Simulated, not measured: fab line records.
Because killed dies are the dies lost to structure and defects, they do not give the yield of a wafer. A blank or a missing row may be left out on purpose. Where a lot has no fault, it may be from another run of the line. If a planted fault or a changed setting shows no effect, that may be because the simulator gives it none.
Which of the tools did it? ; flow gf180mcu ; 36 wafers sampled from 12 lots at 1 step of a route of 602

WHAT THE GAUGES SHOWED, per wafer
GF_STI_THK_MEAS_02.
lot;measured;on;STI_OXIDATION_THK (nm)
L075;day 1 17:44;film-metro-01;10.25 10.17 10.27
L077;day 2 08:43;film-metro-02;10.11 10.11 10.19
L079;day 2 14:22;film-metro-02;10.44 10.22 10.34
L081;day 2 22:31;film-metro-03;10.22 10.35 10.39
L083;day 3 08:31;film-metro-02;10.57 10.41 10.45
L085;day 3 18:31;film-metro-01;10.35 10.82 10.26
L087;day 4 04:31;film-metro-02;10.43 10.52 10.47
L089;day 4 14:31;film-metro-03;10.07 10.30 10.19
L091;day 5 00:31;film-metro-03;9.87 10.23 9.92
L093;day 5 10:31;film-metro-02;10.16 10.12 10.20
L095;day 5 21:13;film-metro-02;9.98 9.86 9.90
L097;day 6 07:04;film-metro-03;10.06 10.11 10.11

WHICH TOOL RAN EACH LOT (tool, then ch and the chambers of the sampled wafers, then the start)
There is no process step in the record ahead of these readings.

THE ANSWER, worked out from the rows above alone
Rule: usual is defined by the lots themselves. Put in order of their means at a reading, lots are off if they are a third of the lots or fewer, leave a main group of 4 or more, and stand apart from it by a gap of 3 or more times the standard deviation of the main group's means; of several such gaps the widest counts. If all means in a main group match to the digits the tables above print for the reading, that group is not used. A lot without any number at a reading at which 4 lots or more have one is off too. All remaining lots with rows at the step are treated as sound.
Nothing can be told from this: no lot is off at any reading shown.

WHAT HAD BEEN PUT IN BY THE SIMULATOR
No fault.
